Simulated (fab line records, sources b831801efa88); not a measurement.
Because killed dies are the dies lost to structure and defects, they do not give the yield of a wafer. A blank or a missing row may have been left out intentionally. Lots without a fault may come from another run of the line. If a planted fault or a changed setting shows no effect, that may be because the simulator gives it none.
2 desks, one fault    flow gf180mcu    numbers are kept per desk, each desk with only its own; the story behind them comes last

AT THE TOOL OWNER'S DESK: pecvd-03
The tool's own readings at GF_V5_CVD_02 (deposits SiO2 from TEOS, target thk 1450 nm, time 163.28 s): means of the sampled wafers that have a number, for each lot that ran on this tool. Marked OUT: a lot whose mean sits more than 4 standard deviations from the usual mean, which makes it out of limits; the brackets give that distance.
Columns: A = heater-power-w at GF_V5_CVD_02, usual 670 W; B = susceptor-temp-C at GF_V5_CVD_02, usual 400.03 C
lot   first seen here  A    B
L340  day 26 10:17     656  399.96
L350  day 29 21:41     637  399.97
L351  day 29 23:17     608  400.02
L362  day 32 22:53     710  399.77
This desk's finding: nothing out of limits on any of the 4 lots.

METROLOGY DESK
Lot by lot, what the gauges showed, no matter which tool ran the lot: averages of those sampled wafers that carry a number. Marked OUT: a lot whose mean sits more than 4 standard deviations from the usual mean, which makes it out of limits; the brackets give that distance. Readings shown: 7 of its 9, picked as those furthest out on some lot.
Columns: A = cd-nm at GF_M5_CD_MEAS_07, usual 280.0 nm; B = M5_OVL at GF_M5_OVL_MEAS_08, usual -3 nm; C = V5_CVD_00_THK at GF_V5_THK_MEAS_01, usual 300 nm; D = V5_CVD_02_THK at GF_V5_THK_MEAS_03, usual 1453 nm; E = cd-nm at GF_V5_CD_MEAS_14, usual 260.1 nm; F = V5_OVL at GF_V5_OVL_MEAS_15, usual 1 nm; G = V5_W_THK at GF_V5_THK_MEAS_25, usual 357 nm
lot   first seen here  A      B    C    D     E      F   G
L340  day 26 09:22     278.0  -4   299  1438  260.4  8   362
L350  day 29 20:45     279.6  -5   299  1445  261.7  -5  356
L351  day 29 22:22     279.7  0    304  1446  260.0  6   358
L360  day 32 10:04     278.5  -2   301  1462  258.1  -5  365
L361  day 32 18:03     279.7  -10  300  1463  262.0  -0  353
L362  day 32 22:00     278.9  -12  294  1444  259.2  5   361
This desk's finding: nothing out of limits on any of the 6 lots.

ALL TOGETHER
Nothing out of limits was seen by the tool owner's desk.
At the metrology desk, nothing out of limits was observed.

WHAT HAD BEEN PUT IN BY THE SIMULATOR
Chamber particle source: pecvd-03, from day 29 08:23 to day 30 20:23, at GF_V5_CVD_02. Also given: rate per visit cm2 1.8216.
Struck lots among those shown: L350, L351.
